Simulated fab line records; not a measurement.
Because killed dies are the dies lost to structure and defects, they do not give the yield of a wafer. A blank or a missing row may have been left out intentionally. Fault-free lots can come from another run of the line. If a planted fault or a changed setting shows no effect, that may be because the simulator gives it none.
fab line records	flow sky130
record: lots: 6	wafers: 18	last_day: 50
route steps=708 shown PASSIVATION@684 PAD_OPEN@694
lots untouched by any fault: they come from a run of this same line in which no faults occurred
start_h: hours from the record's first day to the start of the lot's first wafer shown	wait_h: hours since the lot's step before	" as in the row above	L1.1+2: several wafers, shown together as one row	- no value, or no start was given	* or withheld: withheld	< > ~ a bound
route shown NAME@n: NAME is a module with steps in the file, n the number in the route of the first one	usual: mean/standard deviation of fault-free wafers	same: alike in all rows	chamber/n: place in a boat	sites: per-site readings	_std_site: the standard deviation of these	_edge_site: inner sites' mean taken away from outer sites' mean	radius_mm: for every site, how far away it sits from the centre of the wafer	mask NAME#n: copy n	behind: tool/chamber where the wafer was last shaped	hold: cause of the lot's hold/its duration in hours/its outcome	device: whichever transistor did not switch (one of n, p or np)	end of line: at the end of the route, the tests of the same wafers	where a step has no rows: the recipe by itself	killed: the dies lost at the first sort to structure and to defects; this is not the yield of the wafer	map: the dies of a wafer, with x for killed, . for not killed, _ for no die there
set.NAME: the setting that was run; set.NAME@STEP: the one run at that earlier step	model.NAME: the simulator's own value behind a step, which no gauge read
lots at selected steps of the route; one table per step, one row per wafer
services: from which hour (start_h, from the record's first day; less than 0 if before it) a tool's chamber was out of use, for how many hours, and why
== steps ==
step: SKY_PASSIVATION_THK_MEAS_03
recipe: reads: Si3N4_of_PASSIVATION_CVD_02
usual: PASSIVATION_CVD_02_THK: 541/6
lot.wafer	tool	chamber	start_h	wait_h	PASSIVATION_CVD_02_THK[nm]
L113.2	film_metro-03	-	1067.25	-	537
L113.3	"	-	"	"	531
L113.4	"	-	"	"	535
L114.3	film_metro-02	-	1070.53	-	530
L114.4	"	-	"	"	544
L114.6	"	-	"	"	545
L126.1	film_metro-01	-	1140.47	-	541
L126.3	"	-	"	"	534
L126.5	"	-	"	"	545
L127.2	film_metro-01	-	1145.14	-	535
L127.3	"	-	"	"	526
L127.6	"	-	"	"	540
L129.1	film_metro-01	-	1150.94	-	528
L129.4	"	-	"	"	536
L129.6	"	-	"	"	543
L130.1	film_metro-03	-	1161.63	-	546
L130.2	"	-	"	"	540
L130.3	"	-	"	"	534
step: SKY_PASSIVATION_DEHYDRATE_04
recipe: temp_c: 200	time_s: 60
step: SKY_PASSIVATION_HMDS_05
recipe: prime_time_s: 60	prime_temp_c: 120
step: SKY_PASSIVATION_COAT_06
recipe: spin_rpm: 2000	resist_thk_nm: 3000
step: SKY_PASSIVATION_SOFTBAKE_07
recipe: temp_c: 110	time_s: withheld
step: SKY_PASSIVATION_EXPOSE_08
recipe: mask_id: NSM	target_cd_nm: 3000	na: 0.57	dose_mj: 260
step: SKY_PASSIVATION_PEB_09
recipe: temp_c: 115	time_s: withheld
step: SKY_PASSIVATION_DEVELOP_10
recipe: develop_time_s: 60	dev_temp_c: 23
step: SKY_PASSIVATION_ETCH_11
recipe: chemistry: CF4/O2	target_depth_nm: 725	stop_on: AlCu	source_w: 800	bias_w: 150	pressure_mtorr: 150	cf4_flow_sccm: 80	O2_flow_sccm: 10	time_s: 161.1
usual: drypump_motor_current_A: 5.8/0.33	oes_product_au: 0.978/0.0063	throttle_valve_pct: 5.964/0.0087
lot.wafer	tool	chamber	start_h	wait_h	drypump_motor_current_A	oes_product_au	rf_hours_counter_h	throttle_valve_pct
L113.2	rie_diel-01	1	1088.01	-	5.4	0.966	7	5.980
L113.3	"	0	"	"	5.5	0.971	17	5.965
L113.4	"	3	"	"	6.0	0.975	13	5.954
L114.3	rie_diel-03	3	1091.51	-	5.2	0.964	20	5.945
L114.4	"	1	"	"	6.4	0.971	16	5.969
L114.6	"	3	"	"	5.2	0.986	-	5.961
L126.1	rie_diel-01	1	1158.41	-	5.4	0.990	10	5.968
L126.3	"	3	"	"	6.0	0.974	16	5.956
L126.5	"	1	"	"	5.4	0.985	-	5.974
L127.2	rie_diel-01	2	1162.76	-	5.5	0.981	25	5.954
L127.3	"	3	"	"	6.0	0.969	16	5.965
L127.6	"	3	"	"	6.0	0.984	-	5.958
L129.1	rie_diel-01	0	1168.66	-	5.5	0.970	20	5.962
L129.4	"	1	"	"	5.4	0.973	10	5.959
L129.6	"	2	"	"	5.5	0.978	-	5.956
L130.1	rie_diel-03	1	1178.91	-	6.4	0.982	20	5.980
L130.2	"	0	"	"	6.1	0.979	9	5.971
L130.3	"	3	"	"	5.2	0.969	24	5.963
step: SKY_PASSIVATION_STRIP_12
recipe: chemistry: O2/N2	power_w: 1400	pressure_mtorr: 1500	platen_temp_c: withheld	overash_fraction: 0.7	o2_flow_sccm: 3000	n2_flow_sccm: 300
usual: drypump_motor_current_A: 5.5/0.53	oes_product_au: 0.660/0.0048	strip_time_to_endpoint_s: 31.57/0.12
lot.wafer	tool	chamber	start_h	wait_h	drypump_motor_current_A	oes_product_au	rf_hours_counter_h	strip_time_to_endpoint_s
L113.2	plasma_asher-04	1	1088.12	0.1	4.8	0.664	3	31.60
L113.3	"	0	"	"	6.2	0.660	-	31.55
L113.4	"	1	"	"	4.8	0.657	-	31.64
L114.3	plasma_asher-03	1	1091.65	0.1	5.7	0.662	-	31.60
L114.4	"	0	"	"	4.9	0.660	-	31.80
L114.6	"	0	"	"	4.9	0.662	-	31.58
L126.1	plasma_asher-03	0	1158.52	0.1	4.9	0.651	70	31.40
L126.3	"	1	"	"	5.7	0.654	-	31.51
L126.5	"	0	"	"	4.9	0.655	-	31.49
L127.2	plasma_asher-01	0	1162.87	0.1	5.7	0.668	103	31.55
L127.3	"	1	"	"	5.6	0.661	-	31.42
L127.6	"	1	"	"	5.6	0.665	-	31.35
L129.1	plasma_asher-03	0	1168.77	0.1	4.9	0.659	71	31.56
L129.4	"	0	"	"	4.9	0.658	-	31.55
L129.6	"	1	"	"	5.6	0.651	-	31.56
L130.1	plasma_asher-03	0	1179.02	0.1	4.9	0.665	72	31.61
L130.2	"	1	"	"	5.7	0.664	72	31.72
L130.3	"	0	"	"	4.9	0.665	-	31.67
step: SKY_PAD_OPEN_DEHYDRATE_00
recipe: temp_c: 200	time_s: 60
step: SKY_PAD_OPEN_HMDS_01
recipe: prime_time_s: 60	prime_temp_c: 120
step: SKY_PAD_OPEN_COAT_02
recipe: spin_rpm: 2000	resist_thk_nm: 3000
usual: spin_speed_rpm: 1999.6/1.5
lot.wafer	tool	chamber	start_h	wait_h	spin_speed_rpm	model.coat_of_PAD_OPEN_COAT_02.thk_nm
L113.2	litho_track-04	0	1097.58	0.1	2002.0	3011
L113.3	"	0	"	"	1998.8	3003
L113.4	"	0	"	"	1997.7	3005
L114.3	litho_track-01	0	1101.71	0.1	1997.5	3005
L114.4	"	0	"	"	1999.5	3003
L114.6	"	0	"	"	1996.6	3012
L126.1	litho_track-01	0	1167.36	0.1	2125.3	2923
L126.3	"	0	"	"	2124.5	2923
L126.5	"	0	"	"	2123.2	2917
L127.2	litho_track-01	0	1172.09	0.1	2121.4	2907
L127.3	"	0	"	"	2123.7	2904
L127.6	"	0	"	"	2123.3	2904
L129.1	litho_track-02	0	1177.03	0.1	2000.2	3017
L129.4	"	0	"	"	2000.5	3017
L129.6	"	0	"	"	1999.5	3006
L130.1	litho_track-02	0	1187.03	0.1	2000.9	2986
L130.2	"	0	"	"	2000.0	2990
L130.3	"	0	"	"	1999.6	2991
step: SKY_PAD_OPEN_SOFTBAKE_03
recipe: temp_c: 110	time_s: withheld
step: SKY_PAD_OPEN_EXPOSE_04
recipe: mask_id: PDM	target_cd_nm: 60000	na: 0.57	dose_mj: 260
step: SKY_PAD_OPEN_PEB_05
recipe: temp_c: 115	time_s: withheld
step: SKY_PAD_OPEN_DEVELOP_06
recipe: develop_time_s: 60	dev_temp_c: 23
usual: developer_temp_C: 22.99/0.09
lot.wafer	tool	chamber	start_h	wait_h	developer_temp_C	model.coat_of_PAD_OPEN_COAT_02.thk_nm
L113.2	litho_track-02	0	-	-	23.10	3010
L113.3	"	0	"	"	23.04	3002
L113.4	"	0	"	"	22.97	3004
L114.3	litho_track-01	0	-	-	23.04	3004
L114.4	"	0	"	"	23.00	3002
L114.6	"	0	"	"	23.14	3011
L126.1	litho_track-04	0	-	-	22.91	2922
L126.3	"	0	"	"	22.83	2921
L126.5	"	0	"	"	22.98	2916
L127.2	litho_track-02	0	-	-	23.06	2906
L127.3	"	0	"	"	22.91	2903
L127.6	"	0	"	"	22.94	2903
L129.1	litho_track-04	0	-	-	23.01	3016
L129.4	"	0	"	"	22.96	3016
L129.6	"	0	"	"	23.00	3005
L130.1	litho_track-04	0	-	-	23.08	2985
L130.2	"	0	"	"	23.12	2989
L130.3	"	0	"	"	23.18	2990
step: SKY_PAD_OPEN_ETCH_07
recipe: chemistry: CF4/O2	target_depth_nm: 725	stop_on: AlCu	source_w: 800	bias_w: 150	pressure_mtorr: 150	cf4_flow_sccm: 80	O2_flow_sccm: 10	time_s: 161.1
usual: drypump_motor_current_A: 5.8/0.36	oes_product_au: 0.979/0.0066	throttle_valve_pct: 5.965/0.0097
lot.wafer	tool	chamber	start_h	wait_h	drypump_motor_current_A	oes_product_au	rf_hours_counter_h	throttle_valve_pct
L113.2	rie_diel-03	2	1108.53	-	6.1	0.966	8	5.972
L113.3	"	1	"	"	6.4	0.966	17	5.959
L113.4	"	3	"	"	5.2	0.987	20	5.959
L114.3	rie_diel-01	0	1112.51	-	5.6	0.978	18	5.983
L114.4	"	3	"	"	6.1	0.991	14	5.957
L114.6	"	3	"	"	6.1	0.976	-	5.976
L126.1	rie_diel-03	2	1176.61	-	6.0	0.977	11	5.980
L126.3	"	0	"	"	6.1	0.975	9	5.961
L126.5	"	2	"	"	6.0	0.979	-	5.950
L127.2	rie_diel-03	2	1179.88	-	6.0	0.973	11	5.955
L127.3	"	1	"	"	6.4	0.956	20	5.951
L127.6	"	0	"	"	6.1	0.977	-	5.973
L129.1	rie_diel-03	1	1184.86	-	6.4	0.961	20	5.972
L129.4	"	0	"	"	6.1	0.988	9	5.964
L129.6	"	3	"	"	5.2	0.984	-	5.978
L130.1	rie_diel-02	1	1195.21	-	6.0	0.983	28	5.948
L130.2	"	0	"	"	5.7	0.978	25	5.947
L130.3	"	3	"	"	6.1	0.975	26	5.952
step: SKY_PAD_OPEN_STRIP_08
recipe: chemistry: O2/N2	power_w: 1400	pressure_mtorr: 1500	platen_temp_c: withheld	overash_fraction: 0.7	o2_flow_sccm: 3000	n2_flow_sccm: 300
usual: drypump_motor_current_A: 5.4/0.53	oes_product_au: 0.663/0.0043	strip_time_to_endpoint_s: 37.08/0.095
lot.wafer	tool	chamber	start_h	wait_h	drypump_motor_current_A	oes_product_au	rf_hours_counter_h	strip_time_to_endpoint_s
L113.2	plasma_asher-02	0	1108.64	0.1	5.9	0.663	39	37.20
L113.3	"	1	"	"	5.0	0.667	-	37.09
L113.4	"	0	"	"	5.9	0.660	-	37.10
L114.3	plasma_asher-02	1	1112.65	0.1	5.0	0.670	-	37.10
L114.4	"	0	"	"	5.9	0.653	-	37.09
L114.6	"	0	"	"	5.9	0.662	-	37.20
L126.1	plasma_asher-02	0	1176.71	0.1	5.9	0.660	46	36.19
L126.3	"	1	"	"	5.0	0.664	-	36.19
L126.5	"	0	"	"	5.9	0.672	-	36.12
L127.2	plasma_asher-02	1	1179.99	0.1	5.0	0.660	46	36.01
L127.3	"	0	"	"	5.9	0.658	-	35.97
L127.6	"	0	"	"	5.9	0.661	-	35.96
L129.1	plasma_asher-04	0	1184.96	0.1	6.2	0.662	12	37.26
L129.4	"	1	"	"	4.8	0.668	-	37.26
L129.6	"	1	"	"	4.8	0.659	-	37.12
L130.1	plasma_asher-03	1	1195.31	0.1	5.7	0.662	73	36.89
L130.2	"	0	"	"	5.0	0.663	73	36.92
L130.3	"	1	"	"	5.7	0.665	-	36.94
step: SKY_PAD_OPEN_STRIP_09
recipe: chemistry: post_etch_residue_remover	time_s: 1200	temp_c: 72.5
step: SKY_PAD_OPEN_PROBE_99
usual: defect_limited_yield: 82.8/2	killed_at_M0_to_M3: 43/7.2	killed_at_M4_up: 3.0/2	killed_at_contacts: 24/5.5	killed_at_front_end: 15/4.2	killed_at_other: 0.3/0.51	killed_dies: 85/10	killed_open: 46/7.3	killed_short: 38/6.4	sort_bin_3_pad_short: 0.9/0.42	sort_bin_5_function: 10.3/1.5	sort_bin_6_memory: 6.0/1.2	sort_n_pass: 407/10	sort_yield_pct: 82.8/2
same: gross_dies: 492	killed_at_back_side: 0	sort_bin_4_leakage[%]: 0	sort_bin_8_speed[%]: 0
lot.wafer	tool	chamber	start_h	wait_h	defect_limited_yield[%]	killed_at_M0_to_M3	killed_at_M4_up	killed_at_contacts	killed_at_front_end	killed_at_other	killed_dies	killed_open	killed_short	sort_bin_3_pad_short[%]	sort_bin_5_function[%]	sort_bin_6_memory[%]	sort_n_pass	sort_yield_pct[%]
L114.3	prober-01	-	1114.94	0.2	81.5	48	3	32	8	0	91	52	39	1.4	9.3	7.7	401	81.5
L114.4	prober-01	-	1114.99	0.2	85.6	27	1	31	12	0	71	40	31	0.4	8.1	5.9	421	85.6
L114.6	prober-01	-	1115.09	0.2	79.5	45	5	28	23	0	101	45	56	0.2	13.8	6.5	391	79.5
L129.1	prober-01	-	1187.18	0.1	82.7	38	3	27	17	0	85	44	41	0.8	10.8	5.7	407	82.7
L129.4	prober-01	-	1187.33	0.2	86.0	34	3	19	12	1	69	40	29	0.4	8.5	5.1	423	86.0
L129.6	prober-01	-	1187.43	0.2	83.7	43	2	20	15	0	80	44	36	1.0	8.3	6.9	412	83.7
killed by level:class
L114.3 VIA1:geometric_particle:open=10 VIA2:geometric_particle:open=10 LI_CONTACT:geometric_particle:open=8 CONTACT:geometric_particle:open=8 VIA3:geometric_particle:open=7 LOCAL_INTERCONNECT:geometric_particle:short=6 CONTACT:geometric_particle:short=5 VIA3:geometric_particle:short=5
L114.4 CONTACT:geometric_particle:open=13 LI_CONTACT:geometric_particle:open=8 VIA1:geometric_particle:open=6 CONTACT:geometric_particle:short=5 METAL1:geometric_particle:short=5 VIA2:geometric_particle:open=5 FIELD_ISO:geometric_particle:short=4 FIELD_ISO:geometric_particle:open=3
L114.6 METAL1:geometric_particle:short=10 CONTACT:geometric_particle:open=8 FIELD_ISO:geometric_particle:short=7 FIELD_ISO:geometric_particle:open=7 VIA1:geometric_particle:open=7 LI_CONTACT:geometric_particle:open=6 LOCAL_INTERCONNECT:geometric_particle:short=6 VIA3:geometric_particle:short=5
L129.1 CONTACT:geometric_particle:open=11 VIA1:geometric_particle:open=9 VIA3:geometric_particle:open=7 POLY_GATE:geometric_particle:open=6 POLY_GATE:geometric_particle:short=5 CONTACT:geometric_particle:short=5 VIA3:geometric_particle:short=5 METAL2:geometric_particle:short=5
L129.4 VIA1:geometric_particle:open=7 VIA3:geometric_particle:open=7 METAL2:geometric_particle:short=6 LI_CONTACT:geometric_particle:open=5 LOCAL_INTERCONNECT:geometric_particle:short=5 CONTACT:geometric_particle:open=5 VIA2:geometric_particle:open=4 FIELD_ISO:geometric_particle:open=3
L129.6 VIA3:geometric_particle:open=8 CONTACT:geometric_particle:open=6 CONTACT:geometric_particle:short=6 METAL1:geometric_particle:short=6 METAL2:geometric_particle:short=6 VIA2:geometric_particle:open=6 POLY_GATE:geometric_particle:open=5 LI_CONTACT:geometric_particle:open=5
== services ==
tool	chamber	start_h	hours	kind
plasma_asher-04	0	1064.25	-	clean
plasma_asher-04	1	1064.25	-	clean
plasma_asher-03	-	1066.71	4.0	repair
plasma_asher-01	-	1076.75	28.1	pm
rie_diel-02	-	1111.04	0.1	repair
plasma_asher-04	-	1141.85	1.5	repair
rie_diel-02	1	1157.05	13.7	repair
== key ==
first_sign: step: SKY_PAD_OPEN_COAT_02	reading: spin_speed_rpm	direction: up	sigmas: 83	usual: 1999.6	struck: 2123.6
effect: step: SKY_PAD_OPEN_STRIP_08	reading: strip_time_to_endpoint_s	direction: down	sigmas: 11	usual: *	struck: *
model_effect: step: SKY_PAD_OPEN_COAT_02	value: coat_of_PAD_OPEN_COAT_02.thk_nm	without: 3002	struck: 2913
model_effect: step: SKY_PAD_OPEN_DEVELOP_06	value: coat_of_PAD_OPEN_COAT_02.thk_nm	without: 3001	struck: 2912
met_at SKY_PAD_OPEN_COAT_02
struck_wafers L126.1,L126.3,L126.5,L127.2,L127.3,L127.6
onset_between 1101.71 1167.36
fault: kind: process_parameter_drift	tool: litho_track-01	chamber: -	onset_h: 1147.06	steps: SKY_PAD_OPEN_COAT_02	channel: spin_rpm	offset: 124.33	shape: step	end_h: 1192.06	acts_in: these_recipes_only	stated: 2000
